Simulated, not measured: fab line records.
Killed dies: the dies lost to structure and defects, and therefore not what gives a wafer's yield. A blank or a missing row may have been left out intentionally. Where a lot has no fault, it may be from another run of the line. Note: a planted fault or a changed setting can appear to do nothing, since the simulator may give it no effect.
A lot that was struck, set against a sound lot | flow gf180mcu | 15 steps out of a route of 602
Sound: these wafers, L110.1, L110.2, L110.3. Struck: wafers L105.2, L105.5. (L105.1 of the same lot was not struck and is left out.) The cause comes at the end.
Order at every step that has rows: each side's tool, ch and its chambers, its first start. Under that, the readings that differ: sound wafers | struck wafers | difference of the means | sigmas: that difference in standard deviations of wafers without a fault.
alike: words and numbers the same on both sides, and readings whose means are apart by under 2 such deviations; not compared: readings that were withheld, readings missing a value for some wafer, numbers with overlapping values and no deviation given by the record, and bounds like >300 which may hide the same value.
Wherever a step has rows on one side only, a row that says differs or no value, or a row with sigmas, the two part there. Non-overlapping numbers with no deviation appear without sigmas and do not part them. A reading that every wafer of one side lacks parts them only if that side has two wafers or more.

GF_NSD_STRIP_11: strips in O2/N2.
  sound on plasmaAsher-01 ch 0,1, day 17 16:28; struck on plasmaAsher-01 ch 1, day 16 04:05
  alike: drypumpMotorCurrentA, heaterPowerW, o2FlowSccm, oesProductAu, stripTimeToEndpointS
  not compared: rfHoursCounterH
GF_NSD_TW_MEAS_12:
  sound on filmMetro-03, day 17 16:34; struck on filmMetro-02, day 16 04:11
  alike: NSD_TW
then, 7 steps without rows for these wafers: GF_PSD_DEHYDRATE_00 (time 60 s); GF_PSD_HMDS_01 (prime time 60 s); GF_PSD_COAT_02 (resist thk 1000 nm); GF_PSD_SOFTBAKE_03 (time 60 s); GF_PSD_EXPOSE_04 (exposes mask Pplus, target cd 400 nm); GF_PSD_PEB_05; GF_PSD_DEVELOP_06 (develop time 60 s).
GF_PSD_CD_MEAS_07 targets a cd of 400 nm.
  sound on cdSem-01, day 18 15:50; struck on cdSem-02, day 17 02:57
  alike: cdNm
GF_PSD_OVL_MEAS_08:
  sound on overlay-02, day 18 15:58; struck on overlay-01, day 17 03:04
  alike: PSD_OVL
after that, 1 step had no rows for these wafers: GF_PSD_IMPLANT_09.
GF_PSD_STRIP_10: strips in O2/N2.
  sound on plasmaAsher-03 ch 0,1, day 18 16:08; struck on plasmaAsher-01 ch 0, day 17 03:16
reading                  | sound             | struck      | difference | sigmas
o2FlowSccm (sccm)        | 2999 3014 3016    | 3626 3609   | +608       | +62
stripTimeToEndpointS (s) | 16.60 16.54 16.55 | 16.37 16.32 | -0.22      | -6
  alike: drypumpMotorCurrentA, heaterPowerW, oesProductAu
  not compared: rfHoursCounterH
GF_PSD_TW_MEAS_11:
  sound on filmMetro-03, day 18 16:14; struck on filmMetro-04, day 17 03:22
  alike: PSD_TW
GF_PASSIVATION_PROBE_99:
  rows exist in the record for the sound wafers here (prober-02, day 32 13:41), none for the struck ones

== WHERE THEY PART ==
Last at GF_PASSIVATION_PROBE_99 as far as this record goes, first at GF_PSD_STRIP_10.

WHY: whatever the simulator had introduced
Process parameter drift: plasmaAsher-01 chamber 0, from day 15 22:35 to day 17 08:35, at GF_PSD_STRIP_10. A move of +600 in setting o2FlowSccm, from 3000. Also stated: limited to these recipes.
